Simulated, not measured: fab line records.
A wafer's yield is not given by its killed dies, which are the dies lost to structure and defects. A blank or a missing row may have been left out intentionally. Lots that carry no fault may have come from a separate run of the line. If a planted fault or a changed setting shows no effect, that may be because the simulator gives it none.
Struck lot and sound lot, side by side | flow sky130 | 15 out of 708 route steps
Sound: these wafers, L837.1, L837.3, L837.5. Struck: wafers L848.2, L848.5, L848.6. The cause is given at the end.
Order at every step that has rows: each side's tool, ch and its chambers, its first start. Under that, the readings that differ: sound wafers | struck wafers | difference of the means | sigmas: that difference in standard deviations of wafers without a fault.
alike: readings whose means differ by less than 2 such deviations, and words and numbers that are the same on both sides. not compared: withheld readings, readings that some wafer has no value for, bounds like >300 that may hide the same value, and numbers for which the record gives no deviation and whose values overlap.
The two part at a step that has a row with sigmas, a row that says differs or no value, or rows on one side only. Non-overlapping numbers with no deviation appear without sigmas and do not part them. A reading that every wafer of one side lacks parts them only if that side has two wafers or more.

SKY_VT_ADJUST_HVTR_OVL_MEAS_08:
  sound on overlay-02 at day 11 10:21; struck on overlay-02 at day 14 23:23
  alike: VT_ADJUST_HVTR_OVL
following that, these wafers have no rows for 1 step: SKY_VT_ADJUST_HVTR_IMPLANT_09.
SKY_VT_ADJUST_HVTR_STRIP_10: strips in O2/N2.
  sound on plasma-asher-03 ch 0,1, day 11 10:32; struck on plasma-asher-03 ch 0,1, day 14 23:34
  alike: drypump-motor-current-A, n2-flow-sccm, oes-product-au, strip-time-to-endpoint-s
  not compared: rf-hours-counter-h
SKY_VT_ADJUST_HVTR_TW_MEAS_11:
  sound on film-metro-01 at day 11 10:38; struck on film-metro-03 at day 14 23:41
  alike: VT_ADJUST_HVTR_TW
then, 7 steps without rows for these wafers: SKY_VT_ADJUST_PCH_DEHYDRATE_00 (time 60 s); SKY_VT_ADJUST_PCH_HMDS_01 (prime time 60 s); SKY_VT_ADJUST_PCH_COAT_02 (resist thk 3000 nm); SKY_VT_ADJUST_PCH_SOFTBAKE_03; SKY_VT_ADJUST_PCH_EXPOSE_04 (exposes mask NWM, target cd 840 nm); SKY_VT_ADJUST_PCH_PEB_05; SKY_VT_ADJUST_PCH_DEVELOP_06 (develop time 60 s).
SKY_VT_ADJUST_PCH_OVL_MEAS_07:
  sound on overlay-02 at day 12 11:00; struck on overlay-01 at day 16 03:06
  alike: VT_ADJUST_PCH_OVL
SKY_VT_ADJUST_PCH_IMPLANT_08:
  sound on implanter-03 ch 0, day 12 11:02; struck on implanter-01 ch 0, day 16 03:09
  reading       | sound                         | struck                        | difference | sigmas
  dose-ions-cm2 | 4.997e+11 4.996e+11 4.997e+11 | 5.064e+11 5.057e+11 5.067e+11 | +6.600e+09 | +12
  alike: beam-on-s
SKY_VT_ADJUST_PCH_STRIP_09: strips in O2/N2.
  sound on plasma-asher-02 ch 0,1, day 12 11:11; struck on plasma-asher-02 ch 0,1, day 16 03:17
  alike: drypump-motor-current-A, n2-flow-sccm, oes-product-au, strip-time-to-endpoint-s
  not compared: rf-hours-counter-h
SKY_PAD_OPEN_PROBE_99:
  sound wafers here have rows in the record (prober-01, day 47 11:32); struck ones have none

## WHERE THEY PART
At SKY_VT_ADJUST_PCH_IMPLANT_08 first; at SKY_PAD_OPEN_PROBE_99 last (within this record only).

WHY: whatever the simulator had introduced
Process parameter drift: implanter-01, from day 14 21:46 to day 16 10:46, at SKY_VT_ADJUST_PCH_IMPLANT_08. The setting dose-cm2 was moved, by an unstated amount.
